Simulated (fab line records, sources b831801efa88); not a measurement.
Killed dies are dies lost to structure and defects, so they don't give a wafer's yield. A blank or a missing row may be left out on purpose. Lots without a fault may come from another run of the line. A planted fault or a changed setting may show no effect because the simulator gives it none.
Chamber matching | flow gf180mcu | GF_CONTACT_CMP_27 on cmp-02: 4 sister chambers
The step polishes, stops on SiO2, t overpolish 15 s, target thk 0 nm. 8 wafers are shown with their chamber, then 6 later ones without.

WAFERS WITH THEIR CHAMBER
wafer  | chamber | motor_current_A (A)
L452.2 | 3       | 10.4
L452.5 | 0       | 11.2
L453.4 | 0       | 11.9
L453.6 | 2       | 10.1
L455.3 | 2       | 9.7
L455.5 | 1       | 12.3
L461.3 | 3       | 10.9
L461.4 | 1       | 13.1

WAFERS WITHOUT THEIR CHAMBER
wafer  | motor_current_A (A)
L468.4 | 12.5
L468.5 | 13.1
L468.6 | 10.4
L474.1 | 10.6
L474.2 | 10.7
L474.4 | 12.8

WHICH CHAMBER EACH WENT THROUGH
wafer  | from the rows above          | in truth
L468.4 | can't be placed: 1 or 0      | 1
L468.5 | 1                            | 1
L468.6 | can't be placed: 3 or 2      | 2
L474.1 | can't be placed: 3 or 2      | 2
L474.2 | can't be placed: 3 or 2 or 0 | 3
L474.4 | 1                            | 1
Placed correctly: 2 of 6. Can't be placed from these rows: 4 (the true chamber is among the candidates in 4). Placed wrongly: 0.
How it was worked out, from the rows above alone: a wafer's distance from a chamber is the root of the sum, over the readings, of the square of ((its reading less the chamber's mean) divided by the reading's scatter). The wafer belongs to the nearest chamber; if the next one is less than 2 further off, it can't be placed. A chamber's mean is the mean of its shown wafers. The scatter: the root of (the sum of the squares of (reading less its chamber's mean) over the shown wafers, divided by (wafers less chambers)).
